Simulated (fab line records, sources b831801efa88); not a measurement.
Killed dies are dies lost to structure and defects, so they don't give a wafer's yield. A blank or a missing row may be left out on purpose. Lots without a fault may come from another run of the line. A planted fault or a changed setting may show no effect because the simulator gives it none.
Which tool did it? | flow sky130 | 12 lots, 36 wafers sampled, at 3 steps of a route of 708

WHAT THE GAUGES READ, wafer by wafer
SKY_NWELL_RS_MEAS_29: measures by four-point-probe.
lot  | measured     | on            | NWELL_RS (ohm/sq)
L599 | day 6 07:48  | film_metro-02 | 626.9 627.3 625.2
L600 | day 6 15:16  | film_metro-03 | 625.3 625.0 625.7
L601 | day 6 21:17  | film_metro-03 | 625.5 625.3 623.8
L602 | day 7 02:39  | film_metro-03 | 624.2 627.6 627.3
L603 | day 7 08:10  | film_metro-03 | 628.1 626.3 624.9
L604 | day 7 14:44  | film_metro-01 | 624.0 624.4 626.2
L610 | day 9 02:14  | film_metro-03 | 603.3 603.1 603.0
L611 | day 9 07:15  | film_metro-02 | 624.4 623.6 623.4
L612 | day 9 16:06  | film_metro-02 | 604.0 604.0 604.2
L615 | day 10 09:24 | film_metro-03 | 620.0 620.7 620.8
L617 | day 10 21:01 | film_metro-01 | 627.3 624.9 625.4
L618 | day 10 23:14 | film_metro-02 | 624.4 626.1 624.1

SKY_METAL1_CD_MEAS_15: target cd 140 nm.
lot  | measured     | on        | cd_nm (nm)
L599 | day 34 00:44 | cd_sem-02 | 138.5 138.7 138.9
L600 | day 34 09:10 | cd_sem-01 | 139.3 136.9 138.2
L601 | day 34 18:03 | cd_sem-02 | 141.4 138.2 141.6
L602 | day 35 13:51 | cd_sem-01 | 140.5 141.2 141.1
L603 | day 35 16:01 | cd_sem-02 | 142.7 142.6 141.5
L604 | day 35 17:06 | cd_sem-02 | 139.6 140.3 139.3
L610 | day 37 12:53 | cd_sem-02 | 140.7 141.4 139.9
L611 | day 37 19:48 | cd_sem-01 | 138.0 139.2 138.1
L612 | day 38 06:51 | cd_sem-02 | 140.7 141.0 140.2
L615 | day 38 23:58 | cd_sem-02 | 143.1 142.7 144.1
L617 | day 39 14:25 | cd_sem-01 | 137.4 136.3 136.6
L618 | day 39 19:59 | cd_sem-02 | 139.3 138.8 139.3

WHICH TOOL RAN EACH LOT (tool, then ch and the chambers of the sampled wafers, then the start)
lot  | SKY_NWELL_IMPLANT_11
L599 | implanter-03 ch 0, day 5 13:01
L600 | implanter-03 ch 0, day 5 19:26
L601 | implanter-02 ch 0, day 6 00:56
L602 | implanter-04 ch 0, day 6 05:43
L603 | implanter-04 ch 0, day 6 11:38
L604 | implanter-03 ch 0, day 6 17:50
L610 | implanter-04 ch 0, day 8 04:14
L611 | implanter-02 ch 0, day 8 09:14
L612 | implanter-04 ch 0, day 8 17:08
L615 | implanter-03 ch 0, day 9 11:31
L617 | implanter-03 ch 0, day 9 23:04
L618 | implanter-03 ch 0, day 10 01:52
- SKY_NWELL_IMPLANT_11

WHAT THE TOOLS THEMSELVES READ (means of the sampled wafers that have a number; where no wafer has one, the mark that the record gives instead)
SKY_NWELL_IMPLANT_11.
lot  | tool         | dose_ions_cm2 | faraday_current_uA
L599 | implanter-03 | 1.8995e+13    | 107.1
L600 | implanter-03 | 1.8994e+13    | 108.7
L601 | implanter-02 | 1.9044e+13    | 106.8
L602 | implanter-04 | 1.9033e+13    | 107.5
L603 | implanter-04 | 1.8992e+13    | 106.7
L604 | implanter-03 | 1.9010e+13    | 106.6
L610 | implanter-04 | 2.0245e+13    | 113.9
L611 | implanter-02 | 1.8991e+13    | 107.7
L612 | implanter-04 | 2.0272e+13    | 114.2
L615 | implanter-03 | 1.8984e+13    | 107.0
L617 | implanter-03 | 1.9000e+13    | 105.3
L618 | implanter-03 | 1.9027e+13    | 107.8

THE ANSWER, worked out from the rows above alone
Rule: what is usual is taken from the lots themselves. Put in order of their means at a reading, lots are off if they are a third of the lots or fewer, leave a main group of 4 or more, and stand apart from it by a gap of 3 or more times the standard deviation of the main group's means; of several such gaps the widest counts. A main group whose means are all the same, to the digits that the tables above print for the reading, isn't used. A lot without any number at a reading at which 4 lots or more have one is off too. The other lots that the step has rows for count as sound. The gauges are gone through in route order, then the tools' own readings, and for those a lot's mean is taken as printed above. The first step at which some lot is off is used, and at that step the reading that is off furthest; a lot without a number counts as furthest.
Off: L610, L612, at SKY_NWELL_RS_MEAS_29 (NWELL_RS). The main group: mean 624.9 ohm/sq, standard deviation 1.7.
A tool fits if, at a process step before that reading, it ran every lot that is off, and no sound lot after the first of them. The gauges at SKY_NWELL_RS_MEAS_29 aren't tried: what is off there is off at SKY_NWELL_IMPLANT_11 too, on other tools, and a gauge's error can't cause that. One fits: implanter-04 at SKY_NWELL_IMPLANT_11. Its last sound lot is L603 (day 6 11:38), its first lot that is off L610 (day 8 04:14): a fault that began between those two fits.
The tool's own readings at SKY_NWELL_IMPLANT_11 bear it out: on the lots that are off they differ by more than 5 times the standard deviation of the sound lots' means. dose_ions_cm2 reads 2.0258e+13 there against 1.9007e+13 on the sound lots; faraday_current_uA reads 114.1 there against 107.1 on the sound lots.

WHAT THE SIMULATOR HAD PUT IN
Process parameter drift: implanter-04, from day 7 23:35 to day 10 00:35, at SKY_NWELL_IMPLANT_11. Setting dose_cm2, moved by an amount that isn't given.
Lots struck among those shown: L610, L612. The rule above found the same.
